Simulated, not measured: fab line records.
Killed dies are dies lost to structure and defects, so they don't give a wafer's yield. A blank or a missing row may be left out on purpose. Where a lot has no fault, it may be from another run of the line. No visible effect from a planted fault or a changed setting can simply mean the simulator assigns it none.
fab line records	flow sky130
[record] lots = 6	wafers = 18	last-day = 49
route steps=708 shown FIELD_ISO@1 PAD_OPEN@708
lots that met no fault: from a run of the same line without faults
start-h: the number of hours between the record's first day and the start of the first shown wafer of the lot	wait-h: hours since the lot's step before	" the same as in the row above	L1.1+2: one row covering several wafers at once	- value missing, or start not given	* or withheld: withheld	< > ~ a bound
route shown NAME@n: a module of which the file shows steps, and the number in the route of the first	usual: mean and standard deviation over wafers with no fault	same: alike in all rows	chamber/n: place in a boat	sites: each site's reading	_std_site: how widely they spread, as a standard deviation	_edge_site: outer sites' mean less inner sites'	radius-mm: how far each site lies from the wafer's centre	mask NAME#n: copy n	behind: the last tool/chamber to shape the wafer	hold: the reason the lot was held/the length of the hold in hours/how it ended	device: transistor that didn't switch, given as n, p or np	end of line: tests of these same wafers at the route's end	a step without rows: its recipe alone	killed: at the first sort, the dies lost to defects and structure; wafer yield is something else	map: the dies of a wafer, with x for killed, . for not killed, _ for no die there
set.NAME: setting as actually run; set.NAME@STEP: the setting as run at that earlier step	model.NAME: the simulator's own value behind a step, which no gauge read
lots at some steps of the route; a table a step, a row a wafer
services: from which hour (start-h, from the record's first day; less than 0 if before it) a tool's chamber was out of use, for how many hours, and why
[[steps]]
[step SKY_FIELD_ISO_BOW_MEAS_00]
[recipe] mode = bow
[usual] INCOMING_BOW = 0/6.3
lot.wafer	tool	chamber	start-h	wait-h	INCOMING_BOW[um]
L431.3	film-metro-01	-	10.04	-	2
L431.4	"	-	"	"	2
L431.5	"	-	"	"	10
L432.1	film-metro-01	-	15.00	-	-3
L432.5	"	-	"	"	-5
L432.6	"	-	"	"	-1
L441.2	film-metro-01	-	60.02	-	-16
L441.5	"	-	"	"	4
L441.6	"	-	"	"	-7
L443.1	film-metro-02	-	70.00	-	-1
L443.2	"	-	"	"	-4
L443.5	"	-	"	"	-9
L445.1	film-metro-01	-	80.00	-	13
L445.2	"	-	"	"	-4
L445.4	"	-	"	"	-4
L450.1	film-metro-01	-	105.00	-	0
L450.4	"	-	"	"	-7
L450.6	"	-	"	"	3
[step SKY_FIELD_ISO_OXIDATION_01]
[recipe] temp-c = 900	ambient = O2	stabilise-s = 600	purge-s = 300	target-thk-a = 120	ox-time-s = 1843
[step SKY_FIELD_ISO_THK_MEAS_02]
[recipe] reads = SiO2_of_FIELD_ISO_OXIDATION_01
[usual] FIELD_ISO_OXIDATION_00_THK = 12.07/0.25
lot.wafer	tool	chamber	start-h	wait-h	FIELD_ISO_OXIDATION_00_THK[nm]
L431.3	film-metro-03	-	12.26	0.0	12.25
L431.4	"	-	"	"	11.88
L431.5	"	-	"	"	11.61
L432.1	film-metro-02	-	18.82	0.0	12.01
L432.5	"	-	"	"	11.81
L432.6	"	-	"	"	11.67
L441.2	film-metro-02	-	62.51	0.0	12.16
L441.5	"	-	"	"	12.29
L441.6	"	-	"	"	12.07
L443.1	film-metro-03	-	73.36	0.0	12.25
L443.2	"	-	"	"	12.44
L443.5	"	-	"	"	12.48
L445.1	film-metro-01	-	81.93	0.0	11.61
L445.2	"	-	"	"	11.61
L445.4	"	-	"	"	11.37
L450.1	film-metro-03	-	106.83	0.0	12.01
L450.4	"	-	"	"	12.21
L450.6	"	-	"	"	12.20
[step SKY_FIELD_ISO_CVD_03]
[recipe] material = Si3N4	precursor = DCS/NH3	target-thk-nm = 165	temp-c = 770	time-s = 2830	pressure-mtorr = 250
[step SKY_FIELD_ISO_THK_MEAS_04]
[recipe] reads = Si3N4_of_FIELD_ISO_CVD_03
[usual] FIELD_ISO_CVD_03_THK = 164.8/1.4
lot.wafer	tool	chamber	start-h	wait-h	FIELD_ISO_CVD_03_THK[nm]
L431.3	film-metro-03	-	14.11	0.0	163.0
L431.4	"	-	"	"	163.8
L431.5	"	-	"	"	163.4
L432.1	film-metro-03	-	20.66	0.0	165.8
L432.5	"	-	"	"	164.7
L432.6	"	-	"	"	164.4
L441.2	film-metro-03	-	64.36	0.0	162.2
L441.5	"	-	"	"	164.2
L441.6	"	-	"	"	163.5
L443.1	film-metro-03	-	75.20	0.0	165.3
L443.2	"	-	"	"	164.9
L443.5	"	-	"	"	164.7
L445.1	film-metro-03	-	84.01	0.0	163.6
L445.2	"	-	"	"	164.4
L445.4	"	-	"	"	163.9
L450.1	film-metro-01	-	109.70	0.0	164.0
L450.4	"	-	"	"	164.5
L450.6	"	-	"	"	163.3
[step SKY_FIELD_ISO_DEHYDRATE_05]
[recipe] temp-c = 200	time-s = 60
[step SKY_FIELD_ISO_HMDS_06]
[recipe] prime-time-s = 60	prime-temp-c = 120
[step SKY_FIELD_ISO_COAT_07]
[recipe] resist = BARC	temp-c = withheld	time-s = withheld	spin-rpm = 3000	resist-thk-nm = 60
[step SKY_FIELD_ISO_COAT_08]
[recipe] resist = KrF-thick	spin-rpm = 3000	resist-thk-nm = 450
[step SKY_FIELD_ISO_SOFTBAKE_09]
[recipe] temp-c = 100	time-s = 90	resist = KrF-thick
[step SKY_FIELD_ISO_EXPOSE_10]
[recipe] mask-id = FOM	na = 0.68	source-shape = annular	sigma-inner = 0.4	sigma-outer = 0.8	target-cd-nm = 150	dose-mj = 28
[usual] exposure-dose-mJ-cm2 = 27.99/0.033
lot.wafer	tool	chamber	start-h	wait-h	mask	exposure-dose-mJ-cm2
L431.3	krf-scanner-02	0	21.58	-	FOM#0	28.00
L431.4	"	0	"	"	FOM#0	27.97
L431.5	"	0	"	"	FOM#0	27.95
L432.1	krf-scanner-01	0	28.44	-	FOM#0	28.03
L432.5	"	0	"	"	FOM#0	28.02
L432.6	"	0	"	"	FOM#0	28.04
L441.2	krf-scanner-02	0	72.84	-	FOM#0	27.96
L441.5	"	0	"	"	FOM#0	27.96
L441.6	"	0	"	"	FOM#0	27.93
L443.1	krf-scanner-01	0	83.22	-	FOM#0	27.17
L443.2	"	0	"	"	FOM#0	27.17
L443.5	"	0	"	"	FOM#0	27.14
L445.1	krf-scanner-01	0	93.37	-	FOM#0	26.42
L445.2	"	0	"	"	FOM#0	26.42
L445.4	"	0	"	"	FOM#0	26.43
L450.1	krf-scanner-02	0	119.06	-	FOM#0	27.94
L450.4	"	0	"	"	FOM#0	27.95
L450.6	"	0	"	"	FOM#0	27.95
[step SKY_FIELD_ISO_PEB_11]
[recipe] peb-temp-c = withheld	peb-time-s = withheld	resist = KrF-thick
[step SKY_FIELD_ISO_DEVELOP_12]
[recipe] develop-time-s = 60	resist = KrF-thick	dev-temp-c = 21
[step SKY_FIELD_ISO_CD_MEAS_13]
[recipe] target-cd-nm = 150
[usual] cd-nm = 150.5/1.7
lot.wafer	tool	chamber	start-h	wait-h	cd-nm
L431.3	cd-sem-02	-	28.67	-	150.7
L431.4	"	-	"	"	151.9
L431.5	"	-	"	"	150.9
L432.1	cd-sem-01	-	35.99	-	148.8
L432.5	"	-	"	"	148.2
L432.6	"	-	"	"	149.3
L441.2	cd-sem-01	-	80.55	-	151.1
L441.5	"	-	"	"	152.3
L441.6	"	-	"	"	151.9
L443.1	cd-sem-02	-	91.84	-	123.2
L443.2	"	-	"	"	133.7
L443.5	"	-	"	"	139.7
L445.1	cd-sem-01	-	101.06	-	119.9
L445.2	"	-	"	"	152.0
L445.4	"	-	"	"	136.2
L450.1	cd-sem-01	-	127.59	-	149.8
L450.4	"	-	"	"	148.7
L450.6	"	-	"	"	150.4
[step SKY_FIELD_ISO_ETCH_14]
[recipe] chemistry = N2/H2	target = BARC	ion-energy-ev = 200	source-w = 500	bias-w = 100	pressure-mtorr = 30	n2-flow-sccm = 100	h2-flow-sccm = 200	stop-on = SiO2	time-s = 45.9	target-depth-a = 600
[usual] drypump-motor-current-A = 5.7/0.41	oes-product-au = 0.854/0.0049	throttle-valve-pct = 13.225/0.0089
lot.wafer	tool	chamber	start-h	wait-h	drypump-motor-current-A	oes-product-au	rf-hours-counter-h	throttle-valve-pct	model.FIELD_ISO.cd-nm
L431.3	rie-diel-02	3	28.75	0.1	5.7	0.862	69	13.230	149.4
L431.4	"	1	"	"	5.5	0.857	127	13.235	151.1
L431.5	"	0	"	"	5.7	0.851	-	13.229	150.9
L432.1	rie-diel-04	3	36.11	0.1	5.3	0.854	101	13.219	148.2
L432.5	"	3	"	"	5.3	0.849	-	13.224	148
L432.6	"	0	"	"	5.9	0.851	-	13.225	147.7
L441.2	rie-diel-03	1	80.65	0.1	5.6	0.851	50	13.220	150.2
L441.5	"	3	"	"	5.4	0.851	-	13.231	152.8
L441.6	"	2	"	"	6.0	0.858	-	13.209	153
L443.1	rie-diel-04	0	91.96	0.1	6.0	0.857	10	13.226	121.7
L443.2	"	3	"	"	5.3	0.852	103	13.214	131.4
L443.5	"	0	"	"	6.0	0.857	-	13.221	137.8
L445.1	rie-diel-03	3	101.18	0.1	5.4	0.857	67	13.221	120.2
L445.2	"	2	"	"	6.0	0.860	38	13.235	153.2
L445.4	"	2	"	"	6.0	0.866	-	13.220	137.1
L450.1	rie-diel-02	2	127.71	0.1	6.4	0.851	25	13.221	149.5
L450.4	"	1	"	"	5.5	0.851	128	13.223	149.1
L450.6	"	2	"	"	6.4	0.856	-	13.230	150.4
[step SKY_FIELD_ISO_ETCH_15]
[recipe] chemistry = CHF3/O2	target-depth-nm = 180	stop-on = Si	source-w = 600	bias-w = 200	pressure-mtorr = 40	chf3-flow-sccm = 50	O2_flow_sccm = 5	time-s = 72
[usual] drypump-motor-current-A = 5.7/0.41	oes-product-au = 0.945/0.0066	throttle-valve-pct = 8.844/0.0092
lot.wafer	tool	chamber	start-h	wait-h	drypump-motor-current-A	oes-product-au	rf-hours-counter-h	throttle-valve-pct
L431.3	rie-diel-02	3	28.79	0.0	5.7	0.945	69	8.852
L431.4	"	1	"	"	5.5	0.939	127	8.835
L431.5	"	0	"	"	5.7	0.946	-	8.839
L432.1	rie-diel-04	3	36.15	0.0	5.3	0.950	101	8.856
L432.5	"	3	"	"	5.3	0.944	-	8.825
L432.6	"	0	"	"	5.9	0.945	-	8.841
L441.2	rie-diel-03	1	80.69	0.0	5.6	0.938	50	8.848
L441.5	"	3	"	"	5.4	0.941	-	8.843
L441.6	"	2	"	"	6.0	0.934	-	8.839
L443.1	rie-diel-04	0	92.00	0.0	5.9	0.952	10	8.844
L443.2	"	3	"	"	5.3	0.959	103	8.846
L443.5	"	0	"	"	6.0	0.947	-	8.842
L445.1	rie-diel-03	3	101.22	0.0	5.4	0.945	67	8.839
L445.2	"	2	"	"	6.0	0.949	38	8.839
L445.4	"	2	"	"	6.0	0.938	-	8.854
L450.1	rie-diel-02	2	127.75	0.0	6.4	0.936	25	8.839
L450.4	"	1	"	"	5.5	0.955	128	8.836
L450.6	"	2	"	"	6.4	0.933	-	8.855
[step SKY_FIELD_ISO_STRIP_16]
[recipe] chemistry = O2/N2	power-w = 1400	pressure-mtorr = 1500	platen-temp-c = withheld	o2-flow-sccm = 3000	n2-flow-sccm = 300	overash-fraction = 0.5
[usual] drypump-motor-current-A = 5.6/0.74	oes-product-au = 0.378/0.0047	strip-time-to-endpoint-s = 3.54/0.034
lot.wafer	tool	chamber	start-h	wait-h	drypump-motor-current-A	oes-product-au	rf-hours-counter-h	strip-time-to-endpoint-s
L431.3	plasma-asher-01	1	28.88	0.1	6.6	0.377	-	3.62
L431.4	"	0	"	"	5.9	0.383	-	3.61
L431.5	"	1	"	"	6.7	0.372	-	3.53
L432.1	plasma-asher-01	0	36.21	0.0	5.9	0.382	36	3.59
L432.5	"	1	"	"	6.7	0.384	-	3.57
L432.6	"	0	"	"	5.9	0.381	-	3.55
L441.2	plasma-asher-01	1	80.75	0.0	6.6	0.377	40	3.54
L441.5	"	1	"	"	6.6	0.380	-	3.53
L441.6	"	0	"	"	5.9	0.378	-	3.52
L443.1	plasma-asher-04	0	92.06	0.0	6.4	0.379	39	3.54
L443.2	"	1	"	"	4.7	0.377	39	3.57
L443.5	"	1	"	"	4.7	0.368	-	3.54
L445.1	plasma-asher-01	0	101.28	0.0	5.9	0.370	43	3.56
L445.2	"	1	"	"	6.7	0.387	43	3.56
L445.4	"	1	"	"	6.7	0.378	-	3.56
L450.1	plasma-asher-02	0	127.81	0.0	4.8	0.379	32	3.60
L450.4	"	0	"	"	4.8	0.373	-	3.58
L450.6	"	0	"	"	4.8	0.377	-	3.58
[step SKY_FIELD_ISO_ETCH_17]
[recipe] target-depth-a = 3420	mask-material = Si3N4	chemistry = HBr/Cl2/O2	target = Si	taper-deg = 5	icp-w = 600	bias-w = 150	pressure-mtorr = 15	HBr_flow_sccm = 150	Cl2_flow_sccm = 40	O2_flow_sccm = 6	time-s = 97.7
[usual] drypump-motor-current-A = 5.7/0.47	oes-product-au = 1.000/0.0094	throttle-valve-pct = 25.657/0.011
lot.wafer	tool	chamber	start-h	wait-h	drypump-motor-current-A	oes-product-au	rf-hours-counter-h	throttle-valve-pct	model.FIELD_ISO.cd-nm
L431.3	rie-si-02	2	28.95	0.0	6.0	1.014	49	25.630	149
L431.4	"	1	"	"	5.6	1.002	31	25.663	154.4
L431.5	"	2	"	"	6.0	1.018	-	25.645	150.4
L432.1	rie-si-01	1	36.31	0.1	6.6	1.000	10	25.651	147.6
L432.5	"	1	"	"	6.6	0.995	-	25.671	146.6
L432.6	"	2	"	"	5.1	1.011	-	25.653	143.7
L441.2	rie-si-02	1	80.85	0.1	5.6	0.995	31	25.649	148.9
L441.5	"	2	"	"	6.0	1.006	-	25.626	153.5
L441.6	"	3	"	"	5.2	0.993	-	25.652	153.8
L443.1	rie-si-01	3	92.16	0.1	5.4	1.015	0	25.650	119.6
L443.2	"	2	"	"	5.1	1.010	40	25.663	130.6
L443.5	"	2	"	"	5.1	1.008	-	25.652	134.8
L445.1	rie-si-02	0	101.38	0.1	5.6	0.986	122	25.652	121.2
L445.2	"	1	"	"	5.6	1.011	32	25.661	153.1
L445.4	"	2	"	"	6.0	1.011	50	25.636	137.8
L450.1	rie-si-02	0	127.91	0.1	5.7	0.999	122	25.658	147.8
L450.4	"	3	"	"	5.3	0.993	9	25.662	151.7
L450.6	"	0	"	"	5.7	0.997	-	25.651	148
[step SKY_FIELD_ISO_WET_ETCH_18]
[recipe] chemistry = H3PO4	target-depth-nm = 25	temp-c = 160	target = Si3N4	time-s = 286
[step SKY_PAD_OPEN_PROBE_99]
[usual] killed_at_M0_to_M3 = 42/7	killed_at_M4_up = 2.8/1.8	killed-at-contacts = 24/5.8	killed-at-front-end = 15/4.8	killed-at-other = 0.3/0.56	killed-dies = 84/11	killed-on-rim = 17/4.2	killed-open = 46/7.8	killed-short = 38/6.3
[same] gross-dies = 492	killed-at-back-side = 0
lot.wafer	tool	chamber	start-h	wait-h	killed_at_M0_to_M3	killed_at_M4_up	killed-at-contacts	killed-at-front-end	killed-at-other	killed-dies	killed-on-rim	killed-open	killed-short
L431.3	prober-01	-	1074.45	0.2	51	3	21	17	0	92	11	53	39
L431.4	prober-01	-	1074.50	0.2	33	0	18	13	1	65	14	36	29
L431.5	prober-01	-	1074.55	0.2	35	1	30	9	0	75	16	35	40
L432.1	prober-02	-	1084.14	0.1	41	1	27	14	0	83	24	44	39
L432.5	prober-02	-	1084.34	0.2	32	4	11	17	1	65	13	26	39
L432.6	prober-02	-	1084.39	0.2	29	2	20	12	1	64	8	36	28
L441.2	prober-01	-	1140.06	0.1	46	4	29	16	0	95	20	53	42
L441.5	prober-01	-	1140.21	0.2	41	1	20	17	1	80	12	36	44
L441.6	prober-01	-	1140.26	0.2	36	1	22	17	0	76	12	45	31
L443.1	prober-01	-	1148.56	0.1	39	2	18	345	0	404	95	42	33
L443.2	prober-01	-	1148.61	0.1	50	5	28	49	0	132	43	62	39
L443.5	prober-01	-	1148.76	0.2	38	3	40	24	1	106	27	53	49
L445.1	prober-01	-	1157.61	0.1	53	4	26	294	0	377	94	58	41
L445.2	prober-01	-	1157.66	0.1	41	4	25	25	0	95	21	50	42
L445.4	prober-01	-	1157.76	0.2	49	5	32	18	0	104	21	55	49
L450.1	prober-02	-	1182.35	0.1	33	1	24	16	1	75	16	50	25
L450.4	prober-02	-	1182.50	0.2	44	0	22	18	0	84	13	49	35
L450.6	prober-02	-	1182.60	0.2	40	4	24	24	1	93	20	44	49
// killed by level:class
L431.3 VIA1:geometric-particle:open=14 VIA1:geometric-particle:short=8 METAL2:geometric-particle:short=8 VIA3:geometric-particle:open=7 LI_CONTACT:geometric-particle:open=6 FIELD_ISO:geometric-particle:short=5 LOCAL_INTERCONNECT:geometric-particle:short=5 CONTACT:geometric-particle:open=5
L431.4 VIA1:geometric-particle:open=9 VIA2:geometric-particle:open=6 FIELD_ISO:geometric-particle:short=5 LI_CONTACT:geometric-particle:open=5 CONTACT:geometric-particle:open=5 VIA1:geometric-particle:short=5 LOCAL_INTERCONNECT:geometric-particle:short=4 FIELD_ISO:geometric-particle:open=3
L431.5 LI_CONTACT:geometric-particle:open=9 METAL2:geometric-particle:short=9 CONTACT:geometric-particle:open=8 VIA1:geometric-particle:open=6 FIELD_ISO:geometric-particle:short=4 LI_CONTACT:geometric-particle:short=4 CONTACT:geometric-particle:short=4 VIA1:geometric-particle:short=4
L432.1 CONTACT:geometric-particle:open=11 METAL2:geometric-particle:short=10 VIA1:geometric-particle:open=8 LOCAL_INTERCONNECT:geometric-particle:short=6 VIA2:geometric-particle:open=6 LI_CONTACT:geometric-particle:open=4 CONTACT:geometric-particle:short=4 METAL3:geometric-particle:short=4
L432.5 METAL2:geometric-particle:short=6 VIA2:geometric-particle:open=6 FIELD_ISO:geometric-particle:short=5 METAL1:geometric-particle:short=4 FIELD_ISO:geometric-particle:open=3 POLY_GATE:geometric-particle:short=3 LI_CONTACT:geometric-particle:open=3 CONTACT:geometric-particle:open=3
L432.6 CONTACT:geometric-particle:open=6 VIA2:geometric-particle:open=6 VIA1:geometric-particle:open=6 CONTACT:geometric-particle:short=5 POLY_GATE:geometric-particle:open=3 LI_CONTACT:geometric-particle:open=3 VIA2:geometric-particle:short=3 LOCAL_INTERCONNECT:geometric-particle:short=3
L441.2 VIA1:geometric-particle:open=10 VIA3:geometric-particle:open=9 CONTACT:geometric-particle:short=7 CONTACT:geometric-particle:open=6 LI_CONTACT:geometric-particle:open=6 VIA2:geometric-particle:open=5 FIELD_ISO:geometric-particle:short=4 METAL1:geometric-particle:short=4
L441.5 METAL1:geometric-particle:short=8 VIA1:geometric-particle:open=8 FIELD_ISO:geometric-particle:open=5 METAL2:geometric-particle:short=5 METAL3:geometric-particle:short=5 POLY_GATE:geometric-particle:open=4 LI_CONTACT:geometric-particle:short=4 LI_CONTACT:geometric-particle:open=4
L441.6 CONTACT:geometric-particle:open=9 VIA1:geometric-particle:open=8 POLY_GATE:geometric-particle:open=6 METAL2:geometric-particle:short=6 LI_CONTACT:geometric-particle:open=5 VIA3:geometric-particle:open=5 POLY_GATE:geometric-particle:short=4 VIA1:geometric-particle:short=4
L443.1 FIELD_ISO:area-expose=329 VIA2:geometric-particle:open=11 VIA3:geometric-particle:open=7 VIA1:geometric-particle:open=7 LI_CONTACT:geometric-particle:open=6 CONTACT:geometric-particle:short=6 FIELD_ISO:geometric-particle:short=5 CONTACT:geometric-particle:open=5
L443.2 FIELD_ISO:area-expose=31 VIA1:geometric-particle:open=11 CONTACT:geometric-particle:open=10 VIA2:geometric-particle:open=9 METAL1:geometric-particle:short=8 VIA3:geometric-particle:open=8 CONTACT:geometric-particle:short=7 LI_CONTACT:geometric-particle:open=6
L443.5 CONTACT:geometric-particle:open=18 VIA3:geometric-particle:open=8 VIA1:geometric-particle:open=7 CONTACT:geometric-particle:short=7 FIELD_ISO:geometric-particle:short=6 POLY_GATE:geometric-particle:short=6 LI_CONTACT:geometric-particle:open=6 FIELD_ISO:geometric-particle:open=4
L445.1 FIELD_ISO:area-expose=277 VIA1:geometric-particle:open=16 VIA3:geometric-particle:open=11 CONTACT:geometric-particle:open=9 FIELD_ISO:geometric-particle:short=8 LI_CONTACT:geometric-particle:open=8 VIA1:geometric-particle:short=8 VIA2:geometric-particle:short=5
L445.2 CONTACT:geometric-particle:open=10 VIA1:geometric-particle:open=10 VIA2:geometric-particle:open=7 VIA3:geometric-particle:open=7 FIELD_ISO:geometric-particle:short=6 LI_CONTACT:geometric-particle:short=5 VIA3:geometric-particle:short=5 FIELD_ISO:geometric-particle:open=4
L445.4 CONTACT:geometric-particle:open=13 VIA1:geometric-particle:open=12 VIA1:geometric-particle:short=8 LI_CONTACT:geometric-particle:open=8 VIA2:geometric-particle:open=8 CONTACT:geometric-particle:short=6 FIELD_ISO:geometric-particle:short=5 METAL2:geometric-particle:short=5
L450.1 CONTACT:geometric-particle:open=10 VIA1:geometric-particle:open=8 LI_CONTACT:geometric-particle:open=7 FIELD_ISO:geometric-particle:open=5 METAL2:geometric-particle:short=5 VIA2:geometric-particle:open=5 POLY_GATE:geometric-particle:short=4 LI_CONTACT:geometric-particle:short=3
L450.4 VIA1:geometric-particle:open=11 VIA3:geometric-particle:open=10 LI_CONTACT:geometric-particle:open=8 CONTACT:geometric-particle:open=6 METAL2:geometric-particle:short=5 FIELD_ISO:geometric-particle:open=4 VIA1:geometric-particle:short=4 POLY_GATE:geometric-particle:open=4
L450.6 CONTACT:geometric-particle:open=9 CONTACT:geometric-particle:short=7 VIA2:geometric-particle:open=7 VIA3:geometric-particle:short=7 FIELD_ISO:geometric-particle:short=6 FIELD_ISO:geometric-particle:open=6 LI_CONTACT:geometric-particle:open=5 VIA1:geometric-particle:short=5
// map L443.1 (x killed, . not)
__________xxxxxxxxxx_________
________xxxxxxxxxxxxxx_______
______xxxxx.xxxxxx.xxxxx_____
_____xxxx.xx..xxx.x.xxxxx____
____xxxxxxx.xxxx.x.xxxxxxx___
___xxxxxxx.x..xx.xxxx..xxxx__
__xxxx.xx.xxx..xxxxxxxxxxxxx_
_xxxxxxxxxxx..xxx..xxxxxxxxxx
_xxxxx..xxxxx...xx.xxxxxxxxxx
_xxxxx..x.x..xxxx.xxx..xx.xxx
_xxxx.xx..x.x.xx...xx.xxxxxxx
_xxxxxx.xx.xxxxx.x....xxxxxxx
_xxxxxxx.xxxx..x..xxx.xxxxxxx
_x.xxxxxxxxx..xxx.xxx.xxxxxxx
_xxxxxxxxx.x.xxx..xx.xxxxxxxx
__xxxxxxxxx.x...x.xxxx.xxxxx_
___xxxxxxxxx...xxx..xxxxxxx__
____xxx..x.x.xx.xxxxxxxxxx___
_____x.xxxxxxxxxxxxxxxxxx____
______xxxxxxxxxxxxxxxxxx_____
________xxxxxxxxxxxxxx_______
__________xxxxxxxxxx_________
// map L445.1 (x killed, . not)
__________xxxxxxxxxx_________
________xxxxxxxxxxxx.x_______
______xxxxxxxxxxxxxxxxxx_____
_____xxx..xxxxxx.xxxxxxxx____
____xxxx..x....xxxxxxxxxxx___
___xxxx.xx.xxx..xx.x.xxxxxx__
__xxxxxxx.x....x.xx.xxxxxxxx_
_xxxxx.xxx..........xxxxxxxxx
_xxxx...xx....x.xxx.x.xxxxxxx
_xx.xxxxxxx.xxx.xxxx..xxxxxxx
_xxxxxx.x.xx.x...x...xxxxxxxx
_xxxxxxxxx..x.x.x...xx....xxx
_xx.xx.xx..xxx...x...xxxxxxxx
_xxxxx.x.x..x.....xxxxxxxxxxx
_xxxxxx...x.xx.xxx...xxxxxxxx
__xxx.xxx.x.xx..x.x.xxxxxxxx_
___xxxxxxxx.xx....xxxxx.xxx__
____.xxxxx.x..x..xxxxxxxxx___
_____xxxxxxxxxxxxxxxxxxxx____
______xxxxxxxxxxxxxxxxxx_____
________xxxxxxxxxxxxxx_______
__________xxxxxxxxxx_________
[[services]]
tool	chamber	start-h	hours	kind
plasma-asher-02	-	-0.33	2.5	repair
plasma-asher-04	-	-0.24	3.8	repair
rie-diel-02	-	24.54	0.7	repair
rie-diel-03	1	25.51	12.0	repair
krf-scanner-01	-	30.02	1.0	pm
rie-diel-03	3	32.36	11.0	repair
rie-diel-02	1	48.80	5.5	repair
rie-si-02	2	49.90	15.0	repair
plasma-asher-01	-	50.22	2.8	pm
rie-diel-04	-	56.63	0.4	repair
rie-diel-04	1	59.89	9.5	repair
rie-diel-03	-	64.39	2.8	repair
krf-scanner-02	-	70.37	1.0	pm
rie-diel-02	-	81.60	0.5	repair
krf-scanner-01	-	94.34	0.3	repair
krf-scanner-01	-	94.62	0.8	pm
krf-scanner-02	-	95.37	1.3	pm
rie-diel-03	0	98.09	10.0	repair
rie-diel-03	-	99.89	1.2	repair
krf-scanner-01	-	104.07	0.6	repair
krf-scanner-02	-	106.30	0.8	pm
rie-si-01	1	119.05	13.7	repair
rie-si-02	-	121.29	0.7	repair
rie-diel-02	2	123.25	2.8	repair
[[key]]
[first-sign] step = SKY_FIELD_ISO_EXPOSE_10	reading = exposure-dose-mJ-cm2	direction = down	sigmas = 36	usual = *	struck = *
[effect] step = SKY_FIELD_ISO_CD_MEAS_13	reading = cd-nm	direction = down	sigmas = 9.7	usual = 150.5	struck = 134.1	wafers-moved = 5	through = control-loop
[effect] step = SKY_PAD_OPEN_PROBE_99	reading = killed-at-front-end	direction = up	sigmas = 23	usual = 15	struck = 126	wafers-moved = 3
[model-effect] step = SKY_FIELD_ISO_ETCH_14	value = FIELD_ISO.cd-nm	without = 150.1	struck = 133.6
[model-effect] step = SKY_FIELD_ISO_ETCH_17	value = FIELD_ISO.cd-nm	without = 149.4	struck = 132.8
[more-kills-born-at] SKY_FIELD_ISO_EXPOSE_10@krf-scanner-01 = 641
met-at SKY_FIELD_ISO_EXPOSE_10
struck-wafers L443.1,L443.2,L443.5,L445.1,L445.2,L445.4
later-rows-left-out L443.1,L445.1
tester-left-out L443,L445
[loop-trim] step = SKY_FIELD_ISO_EXPOSE_10	setting = dose	lots = L443,L445
onset-between 28.44 83.22
[fault] kind = process-parameter-drift	tool = krf-scanner-01	chamber = -	onset-h = 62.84	steps = SKY_FIELD_ISO_EXPOSE_10	channel = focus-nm	offset = 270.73	spread-by-wafer = 0.3	shape = step	end-h = 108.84
// tester-left-out: of these lots the tester's yield and bins aren't shown, on N5 and GAA mostly nor the transistor test; their killed dies are dies lost to structure and defects alone, not to doping, threshold or leakage, so they don't give the yield
// later-rows-left-out: the simulator's readings of these wafers behind a module that went badly wrong aren't trusted and aren't shown, but for the sort
// loop-trim: a control loop set the setting to another value than it would have without faults
